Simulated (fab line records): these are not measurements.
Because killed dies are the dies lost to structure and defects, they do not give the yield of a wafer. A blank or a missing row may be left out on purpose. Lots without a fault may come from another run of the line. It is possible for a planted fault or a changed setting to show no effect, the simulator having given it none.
Problem report in the 8D (eight disciplines) form, filled by code :: flow gf180mcu :: the parts of the form that need people (team, actions taken, sign-off) are left out

1. THE ISSUE
A mean of 0.4409 Pa is read at GF_M4_SPUTTER_04 for chamberPressurePa, taken on 1 wafer of 1 lot, against 0.4001 Pa (standard deviation 0.00074) on wafers free of any fault. That puts it +55 standard deviations away from the usual mean.
The step: material TiN, target thk 50 nm, time 41.7 s.
The first sign was on wafer L609.3 at day 28 20:25, on pvdSputter-04. Wafers with a number at this step in the record: 36, from 12 lots. The rule behind "out" and "out of limits": a value lying over 4 standard deviations away from the usual mean. The rest of the wafers with a number are treated as sound.

2. WHAT IT IS; WHAT IT IS NOT
question: which readings at this step
is: chamberPressurePa
is not: cathodeDcPowerW, throttleValvePct

question: which lots
is: L609
is not: L590, L591, L595, L596, L598, L599, L600, L601, L607, L612, L613

question: which wafers of those lots
is: L609.3
is not: L609.5, L609.6

question: read on which tools
is: pvdSputter-04
is not: pvdSputter-01, pvdSputter-02

question: when
is: from day 28 20:25
is not: up to then (29 sound wafers); but 6 sound wafers of L612, L613 came after

3. SUSPECTS, AND WHAT RULES EACH OUT
Counting: a tool at a process step up to the reading stays a suspect if it ran every lot that is out. Sound lots after the first of them don't rule it out here, since some wafers of a struck lot are sound.
- cmp-01 at GF_V3_CMP_26 (polishes, stops on SiO2, t overpolish 15 s, target thk 0 nm): kept. L609, the lot that is out, went through it at day 28 19:59; up to then, the latest sound lot through it was L607 at day 28 02:04.
- pvdSputter-04 at GF_M4_SPUTTER_00 (material Ti, target thk 37.5 nm, time 150 s): kept. L609, the lot that is out, went through it at day 28 20:14; up to then, the latest sound lot through it was L601 at day 26 07:18.
- pvdSputter-04 at GF_M4_SPUTTER_04 (material TiN, target thk 50 nm, time 41.7 s): kept. L609, the lot that is out, went through it at day 28 20:25; up to then, the latest sound lot through it was L601 at day 26 07:29. Its own chamberPressurePa readings are out on those wafers.
The count leaves cmp-01 at GF_V3_CMP_26, pvdSputter-04 at GF_M4_SPUTTER_00, and pvdSputter-04 at GF_M4_SPUTTER_04.

4. THE CAUSE (what the simulator had put in)
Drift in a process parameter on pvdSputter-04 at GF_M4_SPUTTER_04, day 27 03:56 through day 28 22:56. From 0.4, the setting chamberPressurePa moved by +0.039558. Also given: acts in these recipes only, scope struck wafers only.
3 suspects survive the count, and this tool is in that group.

5. THE EFFECT CHAIN, in route order
Each row: a reading whose mean over the struck wafers that have a number lies more than 3 standard deviations from the usual. Only readings whose record carries a usual standard deviation are examined. hours: median over the lots of the time between each lot's start at the first step of this table that gives one and its start at this step. sigmas: the change, counted in usual standard deviations.
hours: 0
step: GF_M4_SPUTTER_04
reading: chamberPressurePa
usual: 0.4001 Pa
on struck wafers: 0.4409
change: +0.0408
sigmas: +55
Process steps it contains:
- GF_M4_SPUTTER_04: material TiN, target thk 50 nm, time 41.7 s.
Later measuring or inspecting steps at which every struck wafer that the step has a row for has a number for every such reading, and none has moved that far: GF_M4_THK_MEAS_06.

6. WHAT WOULD HAVE CAUGHT IT SOONER
The fault began at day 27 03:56; the first out-of-limits reading in this record came at day 28 20:25, 40 hours later.
